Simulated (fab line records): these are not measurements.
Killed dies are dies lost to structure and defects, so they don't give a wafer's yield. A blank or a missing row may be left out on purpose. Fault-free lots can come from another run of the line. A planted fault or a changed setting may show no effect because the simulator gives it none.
fab line records + flow gf180mcu
[record]
- lots = 6
- wafers = 18
- last_day = 34
route steps=602 shown V5@564 TOP_METAL@567
lots untouched by any fault: they come from a run of this same line in which no faults occurred
start_h: hours from the record's first day to the start of the lot's first wafer shown + wait_h: hours since the lot's step before + " repeats the value in the row above + L1.1+2: a row that stands for several wafers + - no value present, or no start provided + * or withheld: withheld + < > ~ a bound
route shown NAME@n: NAME is a module with steps in the file, n the number in the route of the first one + usual: the fault-free wafers' mean and standard deviation + same: alike in all rows + chamber/n: place in a boat + sites: each site's reading + _std_site: standard deviation of those values + _edge_site: outer sites' mean less inner sites' + radius_mm: for every site, how far away it sits from the centre of the wafer + mask NAME#n: copy n + behind: the most recent tool/chamber to have shaped the wafer + hold: reason for holding the lot/hours on hold/outcome of the hold + device: the n, p or np transistor that did not switch + end of line: tests of these same wafers at the route's end + where a step has no rows: the recipe by itself + killed: not the wafer's yield, but the dies lost to structure and defects at the first sort + map: the dies of a wafer, with x for killed, . for not killed, _ for no die there
set.NAME: the setting the step ran with; set.NAME@STEP: the setting that earlier step ran with + model.NAME: the simulator's own value behind a step, which no gauge read
lots at selected steps of the route; one table per step, one row per wafer
services: from which hour (start_h, from the record's first day; less than 0 if before it) a tool's chamber was out of use, for how many hours, and why
[[steps]]
[step GF_V5_RS_MEAS_24]
[recipe]
- thk_meas_gauge = four-point-probe
- reads = W_of_V5_CVD_23+TiN_of_V5_SPUTTER_22+Ti_of_V5_SPUTTER_21
[usual]
- V5_W_RS = 0.327/0.0036
| lot.wafer | tool          | chamber | start_h | wait_h | V5_W_RS[ohm/sq] |
|-----------|---------------|---------|---------|--------|-----------------|
| L782.1    | film_metro-02 | -       | 660.55  | 0.1    | 0.324           |
| L782.2    | "             | -       | "       | "      | 0.324           |
| L782.5    | "             | -       | "       | "      | 0.321           |
| L787.2    | film_metro-02 | -       | 699.90  | 0.1    | 0.331           |
| L787.3    | "             | -       | "       | "      | 0.327           |
| L787.6    | "             | -       | "       | "      | 0.332           |
| L790.1    | film_metro-04 | -       | 718.84  | 0.1    | 0.333           |
| L790.2    | "             | -       | "       | "      | 0.327           |
| L790.3    | "             | -       | "       | "      | 0.328           |
| L794.2    | film_metro-01 | -       | 741.86  | 0.1    | 0.329           |
| L794.3    | "             | -       | "       | "      | 0.331           |
| L794.6    | "             | -       | "       | "      | 0.327           |
| L798.1    | film_metro-01 | -       | 765.73  | 0.1    | 0.322           |
| L798.3    | "             | -       | "       | "      | 0.325           |
| L798.4    | "             | -       | "       | "      | 0.324           |
| L800.3    | film_metro-04 | -       | 780.48  | 0.1    | 0.324           |
| L800.4    | "             | -       | "       | "      | 0.332           |
| L800.5    | "             | -       | "       | "      | 0.329           |
[step GF_V5_THK_MEAS_25]
[recipe]
- thk_meas_gauge = xrf
- reads = W_of_V5_CVD_23
[usual]
- V5_W_THK = 354/4.3
| lot.wafer | tool          | chamber | start_h | wait_h | V5_W_THK[nm] |
|-----------|---------------|---------|---------|--------|--------------|
| L782.1    | film_metro-02 | -       | 660.67  | 0.1    | 356          |
| L782.2    | "             | -       | "       | "      | 354          |
| L782.5    | "             | -       | "       | "      | 358          |
| L787.2    | film_metro-02 | -       | 700.01  | 0.1    | 348          |
| L787.3    | "             | -       | "       | "      | 350          |
| L787.6    | "             | -       | "       | "      | 346          |
| L790.1    | film_metro-04 | -       | 718.96  | 0.1    | 353          |
| L790.2    | "             | -       | "       | "      | 357          |
| L790.3    | "             | -       | "       | "      | 356          |
| L794.2    | film_metro-01 | -       | 741.97  | 0.1    | 350          |
| L794.3    | "             | -       | "       | "      | 348          |
| L794.6    | "             | -       | "       | "      | 350          |
| L798.1    | film_metro-01 | -       | 765.85  | 0.1    | 358          |
| L798.3    | "             | -       | "       | "      | 351          |
| L798.4    | "             | -       | "       | "      | 355          |
| L800.3    | film_metro-04 | -       | 780.58  | 0.1    | 361          |
| L800.4    | "             | -       | "       | "      | 352          |
| L800.5    | "             | -       | "       | "      | 356          |
[step GF_V5_CMP_26]
[recipe]
- stop_on = SiO2
- down_force_psi = 3.5
- platen_rpm = 60
- t_overpolish_s = 15
- target_thk_nm = 0
- pad_velocity_m_s = 0.94248
[step GF_TOP_METAL_SPUTTER_00]
[recipe]
- material = Ti
- target_thk_nm = 37.5
- arriving_ion_energy_ev = 80
- substrate_temp_c = 200
- chamber_pressure_pa = 2
- power_w = 4000
- time_s = 150
[usual]
- throttle_valve_pct = 29.9/0.88
| lot.wafer | tool           | chamber | start_h | wait_h | throttle_valve_pct |
|-----------|----------------|---------|---------|--------|--------------------|
| L782.1    | pvd_sputter-03 | -       | 661.03  | 0.1    | 29.6               |
| L782.2    | "              | -       | "       | "      | 30.3               |
| L782.5    | "              | -       | "       | "      | 29.4               |
| L787.2    | pvd_sputter-03 | -       | 700.36  | 0.1    | 30.7               |
| L787.3    | "              | -       | "       | "      | 30.2               |
| L787.6    | "              | -       | "       | "      | 29.5               |
| L790.1    | pvd_sputter-03 | -       | 719.72  | 0.2    | 30.1               |
| L790.2    | "              | -       | "       | "      | 31.0               |
| L790.3    | "              | -       | "       | "      | 29.3               |
| L794.2    | pvd_sputter-02 | -       | 744.17  | 0.1    | 31.4               |
| L794.3    | "              | -       | "       | "      | 29.2               |
| L794.6    | "              | -       | "       | "      | 29.2               |
| L798.1    | pvd_sputter-02 | -       | 766.21  | 0.2    | 28.7               |
| L798.3    | "              | -       | "       | "      | 29.5               |
| L798.4    | "              | -       | "       | "      | 29.1               |
| L800.3    | pvd_sputter-02 | -       | 780.94  | 0.1    | 28.7               |
| L800.4    | "              | -       | "       | "      | 28.5               |
| L800.5    | "              | -       | "       | "      | 29.6               |
[step GF_TOP_METAL_SPUTTER_01]
[recipe]
- material = TiN
- target_thk_nm = 30
- power_w = 6500
- time_s = 25
- chamber_pressure_pa = 0.4
[usual]
- throttle_valve_pct = 29.9/0.87
| lot.wafer | tool           | chamber | start_h | wait_h | throttle_valve_pct |
|-----------|----------------|---------|---------|--------|--------------------|
| L782.1    | pvd_sputter-03 | -       | 661.13  | 0.1    | 29.7               |
| L782.2    | "              | -       | "       | "      | 30.6               |
| L782.5    | "              | -       | "       | "      | 29.9               |
| L787.2    | pvd_sputter-03 | -       | 700.46  | 0.1    | 31.0               |
| L787.3    | "              | -       | "       | "      | 30.2               |
| L787.6    | "              | -       | "       | "      | 29.7               |
| L790.1    | pvd_sputter-03 | -       | 719.82  | 0.1    | 30.2               |
| L790.2    | "              | -       | "       | "      | 30.7               |
| L790.3    | "              | -       | "       | "      | 29.7               |
| L794.2    | pvd_sputter-02 | -       | 744.27  | 0.1    | 31.0               |
| L794.3    | "              | -       | "       | "      | 29.1               |
| L794.6    | "              | -       | "       | "      | 29.2               |
| L798.1    | pvd_sputter-02 | -       | 766.31  | 0.1    | 28.5               |
| L798.3    | "              | -       | "       | "      | 29.3               |
| L798.4    | "              | -       | "       | "      | 29.3               |
| L800.3    | pvd_sputter-02 | -       | 781.04  | 0.1    | 29.1               |
| L800.4    | "              | -       | "       | "      | 28.7               |
| L800.5    | "              | -       | "       | "      | 29.5               |
[step GF_TOP_METAL_SPUTTER_02]
[recipe]
- material = AlCu
- target_thk_nm = 900
- power_w = 10600
- chamber_pressure_pa = 0.3
- substrate_temp_c = 250
- gas = Ar
- time_s = 47.82
[usual]
- throttle_valve_pct = 29.9/0.9
| lot.wafer | tool           | chamber | start_h | wait_h | throttle_valve_pct |
|-----------|----------------|---------|---------|--------|--------------------|
| L782.1    | pvd_sputter-03 | -       | 661.16  | 0.0    | 29.8               |
| L782.2    | "              | -       | "       | "      | 30.2               |
| L782.5    | "              | -       | "       | "      | 29.6               |
| L787.2    | pvd_sputter-03 | -       | 700.49  | 0.0    | 30.7               |
| L787.3    | "              | -       | "       | "      | 30.3               |
| L787.6    | "              | -       | "       | "      | 29.4               |
| L790.1    | pvd_sputter-03 | -       | 719.85  | 0.0    | 30.3               |
| L790.2    | "              | -       | "       | "      | 30.7               |
| L790.3    | "              | -       | "       | "      | 29.6               |
| L794.2    | pvd_sputter-02 | -       | 744.30  | 0.0    | 31.3               |
| L794.3    | "              | -       | "       | "      | 29.1               |
| L794.6    | "              | -       | "       | "      | 29.3               |
| L798.1    | pvd_sputter-02 | -       | 766.34  | 0.0    | 28.8               |
| L798.3    | "              | -       | "       | "      | 29.8               |
| L798.4    | "              | -       | "       | "      | 28.9               |
| L800.3    | pvd_sputter-02 | -       | 781.07  | 0.0    | 29.1               |
| L800.4    | "              | -       | "       | "      | 28.8               |
| L800.5    | "              | -       | "       | "      | 29.8               |
[step GF_TOP_METAL_SPUTTER_03]
[recipe]
- material = Ti
- target_thk_nm = 5
- substrate_temp_c = 300
- chamber_pressure_pa = 0.3
- power_w = 3000
- time_s = 3.3
[usual]
- throttle_valve_pct = 29.9/0.89
| lot.wafer | tool           | chamber | start_h | wait_h | throttle_valve_pct |
|-----------|----------------|---------|---------|--------|--------------------|
| L782.1    | pvd_sputter-03 | -       | 661.20  | 0.0    | 29.5               |
| L782.2    | "              | -       | "       | "      | 30.3               |
| L782.5    | "              | -       | "       | "      | 29.6               |
| L787.2    | pvd_sputter-03 | -       | 700.53  | 0.0    | 30.7               |
| L787.3    | "              | -       | "       | "      | 30.3               |
| L787.6    | "              | -       | "       | "      | 29.7               |
| L790.1    | pvd_sputter-03 | -       | 719.89  | 0.0    | 30.3               |
| L790.2    | "              | -       | "       | "      | 30.8               |
| L790.3    | "              | -       | "       | "      | 29.5               |
| L794.2    | pvd_sputter-02 | -       | 744.35  | 0.0    | 31.5               |
| L794.3    | "              | -       | "       | "      | 29.2               |
| L794.6    | "              | -       | "       | "      | 29.4               |
| L798.1    | pvd_sputter-02 | -       | 766.39  | 0.0    | 28.6               |
| L798.3    | "              | -       | "       | "      | 29.5               |
| L798.4    | "              | -       | "       | "      | 28.8               |
| L800.3    | pvd_sputter-02 | -       | 781.11  | 0.0    | 29.3               |
| L800.4    | "              | -       | "       | "      | 28.8               |
| L800.5    | "              | -       | "       | "      | 29.9               |
[step GF_TOP_METAL_SPUTTER_04]
[recipe]
- material = TiN
- target_thk_nm = 25
- power_w = 6500
- time_s = 20.8
- chamber_pressure_pa = 0.4
[usual]
- throttle_valve_pct = 29.9/0.88
| lot.wafer | tool           | chamber | start_h | wait_h | throttle_valve_pct |
|-----------|----------------|---------|---------|--------|--------------------|
| L782.1    | pvd_sputter-03 | -       | 661.22  | 0.0    | 29.3               |
| L782.2    | "              | -       | "       | "      | 30.4               |
| L782.5    | "              | -       | "       | "      | 29.9               |
| L787.2    | pvd_sputter-03 | -       | 700.55  | 0.0    | 31.1               |
| L787.3    | "              | -       | "       | "      | 29.7               |
| L787.6    | "              | -       | "       | "      | 29.7               |
| L790.1    | pvd_sputter-03 | -       | 719.91  | 0.0    | 30.4               |
| L790.2    | "              | -       | "       | "      | 30.7               |
| L790.3    | "              | -       | "       | "      | 29.5               |
| L794.2    | pvd_sputter-02 | -       | 744.36  | 0.0    | 31.2               |
| L794.3    | "              | -       | "       | "      | 28.9               |
| L794.6    | "              | -       | "       | "      | 29.1               |
| L798.1    | pvd_sputter-02 | -       | 766.40  | 0.0    | 28.6               |
| L798.3    | "              | -       | "       | "      | 29.8               |
| L798.4    | "              | -       | "       | "      | 29.1               |
| L800.3    | pvd_sputter-02 | -       | 781.13  | 0.0    | 28.8               |
| L800.4    | "              | -       | "       | "      | 28.7               |
| L800.5    | "              | -       | "       | "      | 29.7               |
[step GF_TOP_METAL_RS_MEAS_05]
[recipe]
- thk_meas_gauge = four-point-probe
- reads = TiN_of_TOP_METAL_SPUTTER_04+Ti_of_TOP_METAL_SPUTTER_03+AlCu_of_TOP_METAL_SPUTTER_02+TiN_of_TOP_METAL_SPUTTER_01+Ti_of_TOP_METAL_SPUTTER_00
[usual]
- TOP_METAL_ALCU_RS = 0.0328/0.00031
| lot.wafer | tool          | chamber | start_h | wait_h | TOP_METAL_ALCU_RS[ohm/sq] |
|-----------|---------------|---------|---------|--------|---------------------------|
| L782.1    | film_metro-03 | -       | 661.25  | 0.0    | 0.0326                    |
| L782.2    | "             | -       | "       | "      | 0.0324                    |
| L782.5    | "             | -       | "       | "      | 0.0327                    |
| L787.2    | film_metro-03 | -       | 700.60  | 0.0    | 0.0329                    |
| L787.3    | "             | -       | "       | "      | 0.0329                    |
| L787.6    | "             | -       | "       | "      | 0.0330                    |
| L790.1    | film_metro-02 | -       | 719.94  | 0.0    | 0.0324                    |
| L790.2    | "             | -       | "       | "      | 0.0331                    |
| L790.3    | "             | -       | "       | "      | 0.0326                    |
| L794.2    | film_metro-02 | -       | 744.41  | 0.0    | 0.0325                    |
| L794.3    | "             | -       | "       | "      | 0.0323                    |
| L794.6    | "             | -       | "       | "      | 0.0323                    |
| L798.1    | film_metro-03 | -       | 766.43  | 0.0    | 0.0328                    |
| L798.3    | "             | -       | "       | "      | 0.0333                    |
| L798.4    | "             | -       | "       | "      | 0.0325                    |
| L800.3    | film_metro-03 | -       | 781.20  | 0.1    | 0.0331                    |
| L800.4    | "             | -       | "       | "      | 0.0330                    |
| L800.5    | "             | -       | "       | "      | 0.0331                    |
[step GF_TOP_METAL_THK_MEAS_06]
[recipe]
- thk_meas_gauge = xrf
- reads = AlCu_of_TOP_METAL_SPUTTER_02
[usual]
- TOP_METAL_ALCU_THK = 920/11
| lot.wafer | tool          | chamber | start_h | wait_h | TOP_METAL_ALCU_THK[nm] |
|-----------|---------------|---------|---------|--------|------------------------|
| L782.1    | film_metro-03 | -       | 661.37  | 0.1    | 915                    |
| L782.2    | "             | -       | "       | "      | 921                    |
| L782.5    | "             | -       | "       | "      | 912                    |
| L787.2    | film_metro-03 | -       | 700.71  | 0.1    | 910                    |
| L787.3    | "             | -       | "       | "      | 913                    |
| L787.6    | "             | -       | "       | "      | 917                    |
| L790.1    | film_metro-02 | -       | 720.06  | 0.1    | 933                    |
| L790.2    | "             | -       | "       | "      | 912                    |
| L790.3    | "             | -       | "       | "      | 928                    |
| L794.2    | film_metro-02 | -       | 744.52  | 0.1    | 927                    |
| L794.3    | "             | -       | "       | "      | 936                    |
| L794.6    | "             | -       | "       | "      | 937                    |
| L798.1    | film_metro-03 | -       | 766.55  | 0.1    | 917                    |
| L798.3    | "             | -       | "       | "      | 904                    |
| L798.4    | "             | -       | "       | "      | 919                    |
| L800.3    | film_metro-03 | -       | 781.30  | 0.1    | 919                    |
| L800.4    | "             | -       | "       | "      | 907                    |
| L800.5    | "             | -       | "       | "      | 908                    |
[step GF_TOP_METAL_DEHYDRATE_07]
[recipe]
- temp_c = 200
- time_s = 60
[step GF_TOP_METAL_HMDS_08]
[recipe]
- prime_time_s = 60
- prime_temp_c = 120
[step GF_TOP_METAL_COAT_09]
[recipe]
- resist = NOVOLAK
- spin_rpm = 3000
- resist_thk_nm = 1500
[usual]
- spin_speed_rpm = 3000.1/2.1
| lot.wafer | tool           | chamber | start_h | wait_h | spin_speed_rpm | model.NOVOLAK_of_TOP_METAL_COAT_09.thk_nm |
|-----------|----------------|---------|---------|--------|----------------|-------------------------------------------|
| L782.1    | litho_track-04 | 0       | 670.48  | 0.1    | 3003.0         | 1502                                      |
| L782.2    | "              | 0       | "       | "      | 3000.5         | 1503                                      |
| L782.5    | "              | 0       | "       | "      | 2998.3         | 1500                                      |
| L787.2    | litho_track-02 | 0       | 709.59  | 0.1    | 2997.0         | 1498                                      |
| L787.3    | "              | 0       | "       | "      | 3000.3         | 1501                                      |
| L787.6    | "              | 0       | "       | "      | 3001.0         | 1499                                      |
| L790.1    | litho_track-02 | 0       | 728.37  | 0.1    | 2827.4         | 1546                                      |
| L790.2    | "              | 0       | "       | "      | 2822.5         | 1546                                      |
| L790.3    | "              | 0       | "       | "      | 2824.8         | 1542                                      |
| L794.2    | litho_track-02 | 0       | 751.99  | 0.1    | 2827.0         | 1545                                      |
| L794.3    | "              | 0       | "       | "      | 2826.1         | 1545                                      |
| L794.6    | "              | 0       | "       | "      | 2828.8         | 1542                                      |
| L798.1    | litho_track-04 | 0       | 774.58  | 0.1    | 2997.9         | 1493                                      |
| L798.3    | "              | 0       | "       | "      | 3000.3         | 1498                                      |
| L798.4    | "              | 0       | "       | "      | 3001.5         | 1496                                      |
| L800.3    | litho_track-03 | 0       | 788.78  | 0.1    | 3001.4         | 1504                                      |
| L800.4    | "              | 0       | "       | "      | 3000.6         | 1501                                      |
| L800.5    | "              | 0       | "       | "      | 3001.7         | 1499                                      |
[step GF_TOP_METAL_SOFTBAKE_10]
[recipe]
- temp_c = 90
- time_s = 60
- resist = NOVOLAK
[step GF_TOP_METAL_EXPOSE_11]
[recipe]
- mask_id = MetalTop
- target_cd_nm = 440
- na = 0.6
- source_shape = conventional
- sigma_outer = 0.6
- dose_mj = 170
[step GF_TOP_METAL_PEB_12]
[recipe]
- temp_c = withheld
- time_s = *
- resist = NOVOLAK
[step GF_TOP_METAL_DEVELOP_13]
[recipe]
- develop_time_s = 60
- dev_temp_c = 23
[step GF_TOP_METAL_CD_MEAS_14]
[recipe]
- target_cd_nm = 440
[usual]
- cd_nm = 440.1/2.4
| lot.wafer | tool      | chamber | start_h | wait_h | cd_nm |
|-----------|-----------|---------|---------|--------|-------|
| L782.1    | cd_sem-01 | -       | 679.38  | 0.1    | 437.9 |
| L782.2    | "         | -       | "       | "      | 440.5 |
| L782.5    | "         | -       | "       | "      | 438.8 |
| L787.2    | cd_sem-02 | -       | 718.74  | 0.1    | 440.0 |
| L787.3    | "         | -       | "       | "      | 440.1 |
| L787.6    | "         | -       | "       | "      | 438.9 |
| L790.1    | cd_sem-02 | -       | 737.27  | 0.1    | 449.2 |
| L790.2    | "         | -       | "       | "      | 447.8 |
| L790.3    | "         | -       | "       | "      | 448.6 |
| L794.2    | cd_sem-01 | -       | 760.60  | 0.1    | 444.3 |
| L794.3    | "         | -       | "       | "      | 443.3 |
| L794.6    | "         | -       | "       | "      | 444.8 |
| L798.1    | cd_sem-01 | -       | 781.92  | 0.1    | 442.2 |
| L798.3    | "         | -       | "       | "      | 444.0 |
| L798.4    | "         | -       | "       | "      | 442.9 |
| L800.3    | cd_sem-01 | -       | 796.57  | 0.1    | 437.4 |
| L800.4    | "         | -       | "       | "      | 436.0 |
| L800.5    | "         | -       | "       | "      | 439.1 |
[step GF_TOP_METAL_OVL_MEAS_15]
[usual]
- TOP_METAL_OVL = 2.1/1.9
| lot.wafer | tool       | chamber | start_h | wait_h | TOP_METAL_OVL[nm] |
|-----------|------------|---------|---------|--------|-------------------|
| L782.1    | overlay-01 | -       | 679.50  | 0.1    | 3.3               |
| L782.2    | "          | -       | "       | "      | 2.4               |
| L782.5    | "          | -       | "       | "      | 4.3               |
| L787.2    | overlay-01 | -       | 718.84  | 0.1    | 1.6               |
| L787.3    | "          | -       | "       | "      | 3.8               |
| L787.6    | "          | -       | "       | "      | 3.2               |
| L790.1    | overlay-01 | -       | 737.39  | 0.1    | 4.0               |
| L790.2    | "          | -       | "       | "      | 4.7               |
| L790.3    | "          | -       | "       | "      | 4.1               |
| L794.2    | overlay-01 | -       | 760.71  | 0.1    | -0.3              |
| L794.3    | "          | -       | "       | "      | -0.6              |
| L794.6    | "          | -       | "       | "      | -1.0              |
| L798.1    | overlay-01 | -       | 782.04  | 0.1    | 1.7               |
| L798.3    | "          | -       | "       | "      | 2.9               |
| L798.4    | "          | -       | "       | "      | 3.6               |
| L800.3    | overlay-01 | -       | 796.66  | 0.1    | 2.4               |
| L800.4    | "          | -       | "       | "      | 2.2               |
| L800.5    | "          | -       | "       | "      | 0.7               |
[step GF_TOP_METAL_METAL_ETCH_16]
[recipe]
- chemistry = Cl2/BCl3
- mask_material = NOVOLAK
- target_depth_nm = 1077.5
- stop_on = SiO2
- pressure_mtorr = 8
- icp_w = 800
- bias_w = 140
- Cl2_flow_sccm = 80
- bcl3_flow_sccm = 40
- time_s = 179.6
[usual]
- drypump_motor_current_A = 5.6/0.38
- oes_product_au = 0.965/0.0072
- rf_fwd_power_W = 796.0/2.6
- throttle_valve_pct = 28.258/0.01
| lot.wafer | tool         | chamber | start_h | wait_h | drypump_motor_current_A | oes_product_au | rf_fwd_power_W | rf_hours_counter_h | throttle_valve_pct | model.NOVOLAK_of_TOP_METAL_COAT_09.thk_nm |
|-----------|--------------|---------|---------|--------|-------------------------|----------------|----------------|--------------------|--------------------|-------------------------------------------|
| L782.1    | rie_metal-02 | 0       | 679.54  | 0.0    | 5.9                     | 0.966          | 799.5          | 6.2                | 28.259             | 1075                                      |
| L782.2    | "            | 1       | "       | "      | 5.1                     | 0.968          | 794.1          | 5.8                | 28.254             | 1077                                      |
| L782.5    | "            | 1       | "       | "      | 5.1                     | 0.963          | 794.9          | -                  | 28.252             | 1073                                      |
| L787.2    | rie_metal-01 | 0       | 718.93  | 0.1    | 5.3                     | 0.960          | 795.5          | -                  | 28.251             | 1056                                      |
| L787.3    | "            | 0       | "       | "      | 5.3                     | 0.968          | 791.3          | -                  | 28.266             | 1061                                      |
| L787.6    | "            | 0       | "       | "      | 5.3                     | 0.964          | 795.3          | -                  | 28.254             | 1060                                      |
| L790.1    | rie_metal-03 | 0       | 737.42  | 0.0    | 6.1                     | 0.952          | 797.0          | 7.5                | 28.253             | 1115                                      |
| L790.2    | "            | 1       | "       | "      | 5.6                     | 0.959          | 795.3          | 12.4               | 28.261             | 1112                                      |
| L790.3    | "            | 1       | "       | "      | 5.6                     | 0.972          | 796.7          | -                  | 28.247             | 1111                                      |
| L794.2    | rie_metal-03 | 1       | 760.74  | 0.0    | 5.6                     | 0.964          | 795.1          | 13.2               | 28.244             | 1119                                      |
| L794.3    | "            | 1       | "       | "      | 5.6                     | 0.975          | 798.1          | -                  | 28.250             | 1123                                      |
| L794.6    | "            | 1       | "       | "      | 5.6                     | 0.972          | 797.0          | -                  | 28.263             | 1119                                      |
| L798.1    | rie_metal-03 | 0       | 782.07  | 0.0    | 6.1                     | 0.962          | 799.4          | 9.7                | 28.261             | 1067                                      |
| L798.3    | "            | 1       | "       | "      | 5.6                     | 0.953          | 793.5          | -                  | 28.278             | 1075                                      |
| L798.4    | "            | 0       | "       | "      | 6.1                     | 0.964          | 796.7          | -                  | 28.260             | 1071                                      |
| L800.3    | rie_metal-03 | 0       | 796.74  | 0.1    | 6.1                     | 0.954          | 794.4          | -                  | 28.245             | 1082                                      |
| L800.4    | "            | 1       | "       | "      | 5.7                     | 0.967          | 798.5          | -                  | 28.252             | 1074                                      |
| L800.5    | "            | 0       | "       | "      | 6.1                     | 0.970          | 795.1          | -                  | 28.270             | 1079                                      |
[step GF_TOP_METAL_STRIP_17]
[recipe]
- chemistry = O2/N2
- power_w = 1400
- pressure_mtorr = 1500
- platen_temp_c = 250
- o2_flow_sccm = 3000
- n2_flow_sccm = 300
- overash_fraction = 0.5
[usual]
- drypump_motor_current_A = 5.8/0.33
- heater_power_w = 354/42
- oes_product_au = 0.710/0.0045
- strip_time_to_endpoint_s = 13.45/0.081
| lot.wafer | tool            | chamber | start_h | wait_h | drypump_motor_current_A | heater_power_w | oes_product_au | rf_hours_counter_h | strip_time_to_endpoint_s |
|-----------|-----------------|---------|---------|--------|-------------------------|----------------|----------------|--------------------|--------------------------|
| L782.1    | plasma_asher-01 | 1       | 679.71  | 0.1    | 6.1                     | 419            | 0.715          | 27                 | 13.52                    |
| L782.2    | "               | 0       | "       | "      | 6.3                     | 297            | 0.717          | 27                 | 13.55                    |
| L782.5    | "               | 0       | "       | "      | 6.3                     | 302            | 0.713          | -                  | 13.49                    |
| L787.2    | plasma_asher-01 | 0       | 719.22  | 0.2    | 6.3                     | 290            | 0.710          | 31                 | 13.28                    |
| L787.3    | "               | 0       | "       | "      | 6.3                     | 305            | 0.704          | -                  | 13.34                    |
| L787.6    | "               | 1       | "       | "      | 6.1                     | 428            | 0.712          | -                  | 13.35                    |
| L790.1    | plasma_asher-02 | 1       | 737.60  | 0.1    | 6.0                     | 351            | 0.715          | 103                | 13.98                    |
| L790.2    | "               | 0       | "       | "      | 5.6                     | 306            | 0.709          | 103                | 13.96                    |
| L790.3    | "               | 0       | "       | "      | 5.6                     | 316            | 0.713          | -                  | 13.95                    |
| L794.2    | plasma_asher-02 | 1       | 760.91  | 0.1    | 6.0                     | 354            | 0.707          | 106                | 14.03                    |
| L794.3    | "               | 0       | "       | "      | 5.6                     | 318            | 0.710          | -                  | 14.07                    |
| L794.6    | "               | 1       | "       | "      | 6.0                     | 352            | 0.717          | -                  | 14.03                    |
| L798.1    | plasma_asher-04 | 1       | 782.25  | 0.1    | 5.7                     | 377            | 0.710          | 5                  | 13.41                    |
| L798.3    | "               | 0       | "       | "      | 5.2                     | 412            | 0.708          | -                  | 13.51                    |
| L798.4    | "               | 1       | "       | "      | 5.7                     | 383            | 0.705          | -                  | 13.47                    |
| L800.3    | plasma_asher-02 | 0       | 796.89  | 0.1    | 5.6                     | 315            | 0.708          | -                  | 13.60                    |
| L800.4    | "               | 1       | "       | "      | 6.0                     | 348            | 0.710          | -                  | 13.51                    |
| L800.5    | "               | 1       | "       | "      | 6.0                     | 350            | 0.707          | -                  | 13.56                    |
[step GF_TOP_METAL_STRIP_18]
[recipe]
- chemistry = post_etch_residue_remover
- time_s = 1200
- temp_c = 72.5
[[services]]
| tool            | chamber | start_h | hours | kind                   |
|-----------------|---------|---------|-------|------------------------|
| pvd_sputter-03  | 0       | 643.35  | -     | consumable_replace:kit |
| pvd_sputter-03  | 0       | 643.35  | 18.0  | scheduled_down         |
| pvd_sputter-03  | 0       | 643.35  | 18.0  | vent_cycle             |
| pvd_sputter-02  | 3       | 654.49  | -     | consumable_replace:kit |
| pvd_sputter-02  | 3       | 654.49  | 18.0  | scheduled_down         |
| pvd_sputter-02  | 3       | 654.49  | 18.0  | vent_cycle             |
| plasma_asher-02 | -       | 669.04  | 13.1  | repair                 |
| rie_metal-03    | 1       | 671.92  | 21.6  | repair                 |
| rie_metal-02    | -       | 674.60  | 0.5   | repair                 |
| plasma_asher-02 | -       | 680.14  | 0.6   | repair                 |
| rie_metal-01    | 1       | 714.21  | 21.0  | repair                 |
| pvd_sputter-02  | -       | 730.77  | 1.9   | repair                 |
| plasma_asher-01 | -       | 731.38  | 3.0   | repair                 |
| pvd_sputter-03  | 3       | 731.40  | -     | consumable_replace:kit |
| pvd_sputter-03  | 3       | 731.40  | 18.0  | scheduled_down         |
| plasma_asher-04 | -       | 733.75  | 9.0   | pm                     |
| pvd_sputter-02  | -       | 746.65  | 4.5   | repair                 |
| rie_metal-01    | -       | 746.66  | 0.8   | repair                 |
| plasma_asher-01 | -       | 764.02  | 14.6  | pm                     |
| pvd_sputter-03  | -       | 777.64  | 4.2   | repair                 |
| rie_metal-03    | 1       | 782.44  | 6.8   | repair                 |
| plasma_asher-01 | -       | 785.75  | 1.5   | repair                 |
| pvd_sputter-03  | -       | 787.19  | 5.4   | repair                 |
| rie_metal-01    | -       | 796.13  | 1.4   | pm                     |
[[key]]
[first_sign]
- step = GF_TOP_METAL_COAT_09
- reading = spin_speed_rpm
- direction = down
- sigmas = 84
- usual = *
- struck = *
[effect]
- step = GF_TOP_METAL_STRIP_17
- reading = strip_time_to_endpoint_s
- direction = up
- sigmas = 6.9
- usual = *
- struck = *
[model_effect]
- step = GF_TOP_METAL_COAT_09
- value = NOVOLAK_of_TOP_METAL_COAT_09.thk_nm
- without = 1499
- struck = 1544
[model_effect]
- step = GF_TOP_METAL_METAL_ETCH_16
- value = NOVOLAK_of_TOP_METAL_COAT_09.thk_nm
- without = 1072
- struck = 1117
met_at GF_TOP_METAL_COAT_09
struck_wafers L790.1,L790.2,L790.3,L794.2,L794.3,L794.6
onset_between 709.59 728.37
[fault]
- kind = process_parameter_drift
- tool = litho_track-02
- chamber = -
- onset_h = 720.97
- steps = GF_TOP_METAL_COAT_09
- channel = spin_rpm
- offset = *
- shape = step
- end_h = 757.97
- acts_in = *
- stated = *
